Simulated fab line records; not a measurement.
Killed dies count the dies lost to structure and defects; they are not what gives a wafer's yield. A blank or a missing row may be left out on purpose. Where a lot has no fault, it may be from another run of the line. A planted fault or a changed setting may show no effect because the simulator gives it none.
Check for tools in common ; flow gf180mcu ; 39 wafers sampled across 13 lots

WHY IT WAS OPENED
Of 13 lots, 1 have the reading HV_LDD_TW flagged at GF_HV_LDD_TW_MEAS_11. Fault-free wafers read 2406, with a standard deviation of 13.
Rule: a lot gets a flag if all its wafers with a number sit over 4 standard deviations from that mean, or if no wafer of it has a number. The other lots count as sound.

lot;measured;on;HV_LDD_TW, wafer by wafer;flag
L506;day 10 07:01;film_metro-01;2394 2399 2402;
L507;day 10 17:55;film_metro-01;2392 2389 2380;
L508;day 10 21:55;film_metro-01;2395 2388 2388;
L513;day 12 15:34;film_metro-03;2419 2407 2427;
L518;day 14 01:10;film_metro-03;30 30 30;FLAGGED
L521;day 15 00:09;film_metro-02;2401 2407 2393;
L522;day 15 06:16;film_metro-02;2402 2413 2423;
L523;day 15 13:35;film_metro-01;2403 2391 2385;
L524;day 15 19:02;film_metro-02;2414 2416 2404;
L525;day 16 06:06;film_metro-02;2410 2416 2417;
L526;day 16 11:50;film_metro-02;2411 2410 2431;
L527;day 16 22:49;film_metro-03;2400 2404 2406;
L528;day 17 01:13;film_metro-02;2402 2391 2403;
Flagged lots average 30: -2376 relative to the usual, that is -99 or more standard deviations.

WHICH TOOL EACH LOT WENT THROUGH
The record keeps 1 process step preceding the reading, out of 602 steps on the route. Each cell gives the tool, then ch followed by the chambers the sampled wafers passed through, then the start.
lot;flag;GF_HV_LDD_EXPOSE_04
L506;;iline_stepper-01 ch 0, day 9 22:10
L507;;iline_stepper-01 ch 0, day 10 08:37
L508;;iline_stepper-01 ch 0, day 10 12:55
L513;;iline_stepper-02 ch 0, day 12 05:58
L518;FLAGGED;iline_stepper-01 ch 0, day 13 14:38
L521;;iline_stepper-02 ch 0, day 14 13:08
L522;;iline_stepper-02 ch 0, day 14 19:06
L523;;iline_stepper-01 ch 0, day 15 03:19
L524;;iline_stepper-02 ch 0, day 15 07:50
L525;;iline_stepper-01 ch 0, day 15 19:08
L526;;iline_stepper-02 ch 0, day 16 00:47
L527;;iline_stepper-02 ch 0, day 16 10:59
L528;;iline_stepper-02 ch 0, day 16 13:31
What these steps do:
- GF_HV_LDD_EXPOSE_04: exposes mask Nplus LV AREA, target cd 400 nm.
- GF_HV_LDD_TW_MEAS_11

FLAGGED OVER TOTAL, TOOL BY TOOL (the gauges that took the reading come last)
step;tool;lots run;flagged;share of the flagged lots;sound lots run after its first flagged lot
GF_HV_LDD_EXPOSE_04;iline_stepper-01;6;1;all;2 (L523,L525)
GF_HV_LDD_EXPOSE_04;iline_stepper-02;7;0;none;-
GF_HV_LDD_TW_MEAS_11;film_metro-01;4;0;none;-
GF_HV_LDD_TW_MEAS_11;film_metro-02;6;0;none;-
GF_HV_LDD_TW_MEAS_11;film_metro-03;3;1;all;1 (L527)

WHAT THE TABLE PERMITS
Every flagged lot went through 2 rows of the table: iline_stepper-01 at GF_HV_LDD_EXPOSE_04 and film_metro-03 at GF_HV_LDD_TW_MEAS_11.
- iline_stepper-01 at GF_HV_LDD_EXPOSE_04: 1 of its 6 lots flagged. Sound lots followed the first flagged one (L523, L525) on it, something a lasting fault affecting the whole tool could not allow.
- film_metro-03 at GF_HV_LDD_TW_MEAS_11: 1 of its 3 lots flagged. Sound lots followed the first flagged one (L527) on it, something a lasting fault affecting the whole tool could not allow.
Not one row of the table ran every flagged lot while running no sound lot after the first.

WHAT THE SIMULATOR HAD PUT IN
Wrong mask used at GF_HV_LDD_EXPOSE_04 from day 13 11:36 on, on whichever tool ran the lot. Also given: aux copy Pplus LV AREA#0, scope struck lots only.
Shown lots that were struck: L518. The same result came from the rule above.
